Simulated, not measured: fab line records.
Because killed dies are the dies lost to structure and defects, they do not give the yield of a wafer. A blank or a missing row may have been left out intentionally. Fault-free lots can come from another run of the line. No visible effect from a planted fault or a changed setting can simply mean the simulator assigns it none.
The tool behind it: which one? | flow sky130 | Sampling: 24 lots, 72 wafers, 3 of 708 route steps

== WHAT THE GAUGES SHOWED, per wafer ==
SKY_SONOS_ONO_THK_MEAS_05.
lot  | measured     | on            | SONOS_ONO_CVD_04_THK (nm)
L074 | day 11 13:55 | film-metro-03 | 5.80 5.69 5.75
L075 | day 11 23:53 | film-metro-01 | 5.94 5.82 5.90
L076 | day 11 23:53 | film-metro-03 | 5.90 5.94 5.85
L077 | day 12 14:11 | film-metro-03 | 5.69 5.84 5.79
L078 | day 12 20:34 | film-metro-02 | 5.60 5.57 5.71
L079 | day 13 10:14 | film-metro-01 | 5.69 5.58 5.69
L080 | day 13 13:44 | film-metro-03 | 5.83 5.87 5.86
L081 | day 14 19:05 | film-metro-03 | 5.90 5.70 5.78
L082 | day 14 19:05 | film-metro-02 | 5.60 5.56 5.60
L083 | day 14 19:07 | film-metro-01 | 5.79 5.66 5.81
L084 | day 14 22:51 | film-metro-03 | 5.63 5.61 5.60
L085 | day 15 10:59 | film-metro-02 | 5.72 5.78 5.78
L086 | day 15 17:37 | film-metro-01 | 5.68 5.65 5.68
L087 | day 15 19:30 | film-metro-02 | 5.74 5.77 5.79
L088 | day 16 03:32 | film-metro-01 | 5.42 5.54 5.44
L089 | day 16 08:58 | film-metro-01 | 5.57 5.79 5.60
L090 | day 16 17:46 | film-metro-03 | 5.84 5.74 5.84
L091 | day 17 03:56 | film-metro-02 | 5.58 5.62 5.63
L092 | day 17 08:08 | film-metro-02 | 5.81 5.60 5.61
L093 | day 17 20:10 | film-metro-01 | 5.62 5.65 5.60
L094 | day 18 09:02 | film-metro-02 | 5.57 5.70 5.63
L095 | day 18 12:32 | film-metro-01 | 5.83 5.86 5.83
L096 | day 18 18:00 | film-metro-03 | 5.75 5.79 5.79
L097 | day 19 05:05 | film-metro-03 | 5.59 5.62 5.59

SKY_LI_CONTACT_OVL_MEAS_13.
lot  | measured     | on         | LI_CONTACT_OVL (nm)
L074 | day 28 21:13 | overlay-02 | 0 1 -1
L075 | day 29 10:04 | overlay-01 | 3 9 6
L076 | day 29 11:10 | overlay-01 | -3 -2 8
L077 | day 30 00:49 | overlay-02 | 0 3 -7
L078 | day 30 07:07 | overlay-01 | 7 8 10
L079 | day 31 08:09 | overlay-01 | -3 9 1
L080 | day 31 09:13 | overlay-01 | 14 4 12
L081 | day 32 16:21 | overlay-01 | 3 5 -1
L082 | day 32 14:28 | overlay-01 | 1 -1 -7
L083 | day 32 17:49 | overlay-02 | 4 1 3
L084 | day 32 17:16 | overlay-02 | 9 1 4
L085 | day 32 22:36 | overlay-02 | 10 5 6
L086 | day 33 06:43 | overlay-02 | 2 5 9
L087 | day 33 11:21 | overlay-01 | -3 1 2
L088 | day 33 17:03 | overlay-02 | 1 6 0
L089 | day 33 22:25 | overlay-01 | -1 2 -2
L090 | day 33 23:13 | overlay-02 | -1 4 -5
L091 | day 34 17:39 | overlay-02 | -11 -3 -1
L092 | day 34 19:06 | overlay-01 | 3 -2 0
L093 | day 35 04:22 | overlay-01 | 1 -2 -2
L094 | day 35 17:06 | overlay-01 | 8 2 7
L095 | day 35 18:13 | overlay-02 | 7 9 8
L096 | day 35 20:40 | overlay-02 | 10 7 6
L097 | day 36 08:31 | overlay-02 | -3 1 2

SKY_LOCAL_INTERCONNECT_THK_MEAS_02: measures by xrf.
lot  | measured     | on            | LOCAL_INTERCONNECT_TIN_THK (nm)
L074 | day 28 22:36 | film-metro-04 | 97.1 97.4 97.9
L075 | day 29 11:34 | film-metro-03 | 100.1 100.8 100.7
L076 | day 29 12:33 | film-metro-04 | 98.7 98.0 97.9
L077 | day 30 02:14 | film-metro-03 | 97.8 98.3 99.1
L078 | day 30 08:34 | film-metro-01 | 103.4 99.0 102.5
L079 | day 31 09:46 | film-metro-03 | 103.1 100.8 98.0
L080 | day 31 10:37 | film-metro-04 | 100.2 99.2 100.1
L081 | day 32 17:50 | film-metro-01 | 98.8 100.4 99.6
L082 | day 32 16:02 | film-metro-03 | 97.2 96.7 97.9
L083 | day 32 19:12 | film-metro-04 | 100.3 98.9 102.9
L084 | day 32 18:40 | film-metro-03 | 98.1 99.7 99.3
L085 | day 32 23:59 | film-metro-03 | 100.3 99.2 100.5
L086 | day 33 08:07 | film-metro-04 | 97.4 98.0 98.0
L087 | day 33 12:45 | film-metro-03 | 99.3 100.0 100.0
L088 | day 33 18:34 | film-metro-04 | 97.9 98.1 97.8
L089 | day 33 23:50 | film-metro-01 | 99.9 101.1 100.0
L090 | day 34 00:43 | film-metro-03 | 97.8 100.7 96.6
L091 | day 34 19:03 | film-metro-01 | 98.9 99.7 100.3
L092 | day 34 20:29 | film-metro-03 | 100.3 100.4 101.0
L093 | day 35 05:46 | film-metro-04 | 98.5 98.1 102.6
L094 | day 35 18:29 | film-metro-01 | 100.4 103.7 103.6
L095 | day 35 19:36 | film-metro-01 | 102.3 102.4 101.9
L096 | day 35 22:02 | film-metro-03 | 98.5 101.8 102.1
L097 | day 36 09:54 | film-metro-03 | 98.6 98.4 98.0

== WHICH TOOL RAN EACH LOT (tool, then ch and the chambers of the sampled wafers, then the start) ==
No process step before these readings appears in the record.

== WHAT THE TOOLS THEMSELVES READ (means of the sampled wafers that have a number; where no wafer has one, the mark that the record gives instead) ==
The record holds no such reading with a usual standard deviation.

== THE ANSWER, worked out from the rows above alone ==
Rule: the lots themselves supply what counts as usual. Put in order of their means at a reading, lots are off if they are a third of the lots or fewer, leave a main group of 4 or more, and stand apart from it by a gap of 3 or more times the standard deviation of the main group's means; of several such gaps the widest counts. A main group whose means are all the same, to the digits that the tables above print for the reading, isn't used. A lot without any number at a reading at which 4 lots or more have one is off too. Any other lot the step has rows for is counted as sound. Order of review: gauges by route order, followed by the tools' own readings, for which a lot's mean as printed above is used. At the first step where some lot is off, the reading lying furthest off is the one used; lots without a number count as furthest.
No lot is off on any of the readings shown, so nothing can be concluded from this.

== WHAT THE SIMULATOR PUT IN ==
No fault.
